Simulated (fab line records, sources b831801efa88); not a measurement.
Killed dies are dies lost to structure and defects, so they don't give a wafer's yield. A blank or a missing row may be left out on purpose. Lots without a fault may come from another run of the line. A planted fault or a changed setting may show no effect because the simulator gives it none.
Tool commonality check | flow gf180mcu | 14 lots, 42 wafers sampled

WHY IT WAS OPENED
At GF_VT_IMPLANT_TW_MEAS_43 the reading VT_IMPLANT_4_TW is flagged on 2 of 14 lots. Wafers without a fault read 695, standard deviation 5.7.
Rule: a lot is flagged when every wafer of it that has a number lies more than 4 standard deviations from that mean, or none has a number. The other lots count as sound.

lot  | measured     | on            | VT_IMPLANT_4_TW, wafer by wafer | flag
L887 | day 8 00:50  | film_metro-02 | 681 684 682                     |
L888 | day 8 02:03  | film_metro-02 | 30 30 30                        | FLAGGED
L889 | day 8 05:13  | film_metro-01 | 30 31 30                        | FLAGGED
L890 | day 9 00:18  | film_metro-01 | 696 694 696                     |
L896 | day 10 14:20 | film_metro-01 | 694 694 698                     |
L897 | day 10 18:15 | film_metro-04 | 696 697 696                     |
L899 | day 11 08:10 | film_metro-01 | 697 696 694                     |
L900 | day 11 17:57 | film_metro-01 | 693 698 701                     |
L901 | day 11 18:05 | film_metro-04 | 700 700 695                     |
L902 | day 12 01:36 | film_metro-02 | 690 693 693                     |
L903 | day 12 08:50 | film_metro-01 | 702 700 699                     |
L907 | day 13 10:56 | film_metro-01 | 701 698 702                     |
L908 | day 13 15:23 | film_metro-02 | 696 696 695                     |
L909 | day 13 20:40 | film_metro-01 | 693 697 694                     |
The numbers of the flagged lots are 30 on average: -665 against the usual, or -99 or more standard deviations.

WHICH TOOL RAN EACH LOT
The record holds 3 process steps before the reading, out of a route of 602 steps. In each cell: the tool, then ch and the chambers that the sampled wafers went through, then the start.
lot  | flag    | GF_STI_STRIP_15                     | GF_DNWELL_STRIP_08                  | GF_VT_IMPLANT_IMPLANT_41
L887 |         | plasma_asher-01 ch 0,1, day 2 08:14 | plasma_asher-02 ch 0,1, day 3 04:56 | implanter-01 ch 0, day 8 00:37
L888 | FLAGGED | plasma_asher-03 ch 0,1, day 2 14:36 | plasma_asher-01 ch 0,1, day 3 07:04 | implanter-01, day 8 01:48
L889 | FLAGGED | plasma_asher-01 ch 0,1, day 2 16:33 | plasma_asher-01 ch 0,1, day 3 09:11 | implanter-03, day 8 04:58
L890 |         | plasma_asher-01 ch 0,1, day 3 00:07 | plasma_asher-04 ch 0,1, day 3 22:44 | implanter-01 ch 0, day 9 00:04
L896 |         | plasma_asher-03 ch 0,1, day 4 04:28 | plasma_asher-01 ch 0,1, day 5 03:58 | implanter-03 ch 0, day 10 14:05
L897 |         | plasma_asher-01 ch 0,1, day 4 12:56 | plasma_asher-04 ch 0,1, day 5 08:08 | implanter-01 ch 0, day 10 18:00
L899 |         | plasma_asher-01 ch 0,1, day 4 22:03 | plasma_asher-04 ch 0,1, day 5 18:09 | implanter-02 ch 0, day 11 07:56
L900 |         | plasma_asher-02 ch 0,1, day 5 04:44 | plasma_asher-02 ch 0,1, day 6 02:03 | implanter-01 ch 0, day 11 17:42
L901 |         | plasma_asher-03 ch 0,1, day 5 07:34 | plasma_asher-01 ch 0,1, day 6 03:07 | implanter-02 ch 0, day 11 17:50
L902 |         | plasma_asher-02 ch 0, day 5 13:45   | plasma_asher-02 ch 1, day 6 09:25   | implanter-02 ch 0, day 12 01:21
L903 |         | plasma_asher-01 ch 0,1, day 5 19:12 | plasma_asher-02 ch 0,1, day 6 16:11 | implanter-03 ch 0, day 12 08:37
L907 |         | plasma_asher-02 ch 0,1, day 6 13:48 | plasma_asher-01 ch 1, day 7 11:03   | implanter-01 ch 0, day 13 10:41
L908 |         | plasma_asher-02 ch 0,1, day 6 19:58 | plasma_asher-02 ch 0,1, day 7 15:58 | implanter-03 ch 0, day 13 15:10
L909 |         | plasma_asher-02 ch 0,1, day 6 23:42 | plasma_asher-01 ch 0,1, day 7 19:43 | implanter-03 ch 0, day 13 20:26
What these steps do:
- GF_STI_STRIP_15: strips in O2/N2.
- GF_DNWELL_STRIP_08: strips in O2/N2.
- GF_VT_IMPLANT_IMPLANT_41
- GF_VT_IMPLANT_TW_MEAS_43

FLAGGED OVER TOTAL, TOOL BY TOOL (the gauges that took the reading come last)
step                     | tool            | lots run | flagged | share of the flagged lots | sound lots run after its first flagged lot
GF_STI_STRIP_15          | plasma_asher-01 | 6        | 1       | some                      | 4 (L890,L897,L899,L903)
GF_STI_STRIP_15          | plasma_asher-02 | 5        | 0       | none                      | -
GF_STI_STRIP_15          | plasma_asher-03 | 3        | 1       | some                      | 2 (L896,L901)
GF_DNWELL_STRIP_08       | plasma_asher-01 | 6        | 2       | all                       | 4 (L896,L901,L907,L909)
GF_DNWELL_STRIP_08       | plasma_asher-02 | 5        | 0       | none                      | -
GF_DNWELL_STRIP_08       | plasma_asher-04 | 3        | 0       | none                      | -
GF_VT_IMPLANT_IMPLANT_41 | implanter-01    | 6        | 1       | some                      | 4 (L890,L897,L900,L907)
GF_VT_IMPLANT_IMPLANT_41 | implanter-02    | 3        | 0       | none                      | -
GF_VT_IMPLANT_IMPLANT_41 | implanter-03    | 5        | 1       | some                      | 4 (L896,L903,L908,L909)
GF_VT_IMPLANT_TW_MEAS_43 | film_metro-01   | 8        | 1       | some                      | 7 (L890,L896,L899,L900,L903,L907,L909)
GF_VT_IMPLANT_TW_MEAS_43 | film_metro-02   | 4        | 1       | some                      | 2 (L902,L908)
GF_VT_IMPLANT_TW_MEAS_43 | film_metro-04   | 2        | 0       | none                      | -

WHAT THE TABLE ALLOWS
1 row of the table ran every flagged lot: plasma_asher-01 at GF_DNWELL_STRIP_08.
- plasma_asher-01 at GF_DNWELL_STRIP_08: 2 of its 6 lots flagged. Sound lots ran on it after the first flagged one (L896, L901, L907, L909), which a lasting fault on the whole tool wouldn't allow.
No row of the table ran every flagged lot and no sound lot after the first.

WHAT THE SIMULATOR HAD PUT IN
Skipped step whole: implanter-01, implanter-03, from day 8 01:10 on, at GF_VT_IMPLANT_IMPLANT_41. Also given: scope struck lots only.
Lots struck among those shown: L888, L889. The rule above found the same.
